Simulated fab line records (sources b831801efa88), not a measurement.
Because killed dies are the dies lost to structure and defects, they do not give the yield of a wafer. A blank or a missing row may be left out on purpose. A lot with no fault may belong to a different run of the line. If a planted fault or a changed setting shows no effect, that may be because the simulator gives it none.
A lot that was struck, set against a sound lot    flow sky130    17 out of 708 route steps
Sound: wafers L793.3, L793.5, L793.6. Wafers L810.1, L810.4, L810.6 were the ones struck. The cause is given at the end.
Per side, at each step with rows, come the tool, then ch with its chambers, and then its first start. Under that, the readings that differ: sound wafers    struck wafers    difference of the means    sigmas: that difference in standard deviations of wafers without a fault.
alike: readings with means less than 2 such deviations apart, plus words and numbers identical on both sides. not compared: withheld readings, readings lacking a value on some wafer, bounds such as >300 that could conceal the same value, and numbers that have no deviation in the record and whose values overlap.
A row with sigmas, a row that says differs or no value, or rows on one side alone: a step with any of these is where the two part. Non-overlapping numbers with no deviation appear without sigmas and do not part them. Lack of a reading on every wafer of one side parts them only where that side has two or more wafers.

first, 1 step without rows for these wafers: SKY_LDD_N_IMPLANT_15.
SKY_LDD_N_STRIP_16: strips in O2/N2.
  sound on plasma_asher-04 ch 0,1, day 18 07:59; struck on plasma_asher-01 ch 0,1, day 25 00:09
  alike: chamber_pressure_mTorr, drypump_motor_current_A, o2_flow_sccm, oes_product_au, strip_time_to_endpoint_s
  not compared: rf_hours_counter_h
SKY_LDD_N_TW_MEAS_17:
  struck on film_metro-01, day 25 00:15; sound on film_metro-04, day 18 08:04
  alike: LDD_N_TW
then, 7 steps without rows for these wafers: SKY_LDD_P_DEHYDRATE_00 (time 60 s); SKY_LDD_P_HMDS_01 (prime time 60 s); SKY_LDD_P_COAT_02 (resist thk 1140 nm); SKY_LDD_P_SOFTBAKE_03 (time 60 s); SKY_LDD_P_EXPOSE_04 (exposes mask PSDM, target cd 380 nm); SKY_LDD_P_PEB_05; SKY_LDD_P_DEVELOP_06 (develop time 60 s).
SKY_LDD_P_CD_MEAS_07: target cd 380 nm.
  struck on cd_sem-02, day 26 05:38; sound on cd_sem-02, day 19 13:55
  alike: cd_nm
SKY_LDD_P_OVL_MEAS_08:
  struck on overlay-01, day 26 05:45; sound on overlay-02, day 19 14:00
  alike: LDD_P_OVL
SKY_LDD_P_IMPLANT_09:
  sound on implanter-04 ch 0, day 19 14:04; struck on implanter-01 ch 0, day 26 05:47
reading             sound             struck          difference  sigmas
beam_on_s (s)       10.26 10.13 9.95  7.83 7.63 7.30  -2.53       -13
faraday_current_uA  54.9 55.3 56.4    72.1 74.1 77.0  +18.9       +17
  alike: end_station_pressure_torr
SKY_LDD_P_STRIP_10: strips in O2/N2.
  sound on plasma_asher-03 ch 0,1, day 19 14:13; struck on plasma_asher-04 ch 0,1, day 26 05:56
  alike: chamber_pressure_mTorr, drypump_motor_current_A, o2_flow_sccm, oes_product_au, strip_time_to_endpoint_s
  not compared: rf_hours_counter_h
SKY_LDD_P_TW_MEAS_11:
  struck on film_metro-02, day 26 06:02; sound on film_metro-04, day 19 14:17
reading   sound        struck       difference  sigmas
LDD_P_TW  634 637 631  582 584 584  -51         -16
then, 1 step without rows for these wafers: SKY_LDD_HVN_DEHYDRATE_00 (time 60 s).
-- record jumps: 24 days separate the struck wafers' starts on either side; left off in module LDD_HVN, taken up again in module PAD_OPEN, whose first shown step is the route's number 708 --
SKY_PAD_OPEN_PROBE_99:
  struck on prober-01, day 50 14:15; sound on prober-01, day 46 05:43
reading                      sound           struck          difference  sigmas
killed_at_M0_to_M3           36 40 43        44 60 58        +14         +2
model.etest.tip_p.rs_ohm_sq  6796 6902 6847  8628 8714 8696  +1831       
  alike: killed_at_M4_up, killed_at_contacts, killed_at_front_end, killed_at_other, killed_dies, killed_open, killed_short
  not compared: model.etest.tip_p.rs_ohm_sq_range

WHERE THEY PART
Last at SKY_PAD_OPEN_PROBE_99 as far as this record goes, first at SKY_LDD_P_IMPLANT_09.

WHY: the cause the simulator had injected
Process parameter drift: implanter-01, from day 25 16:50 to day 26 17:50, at SKY_LDD_P_IMPLANT_09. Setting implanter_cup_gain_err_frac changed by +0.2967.
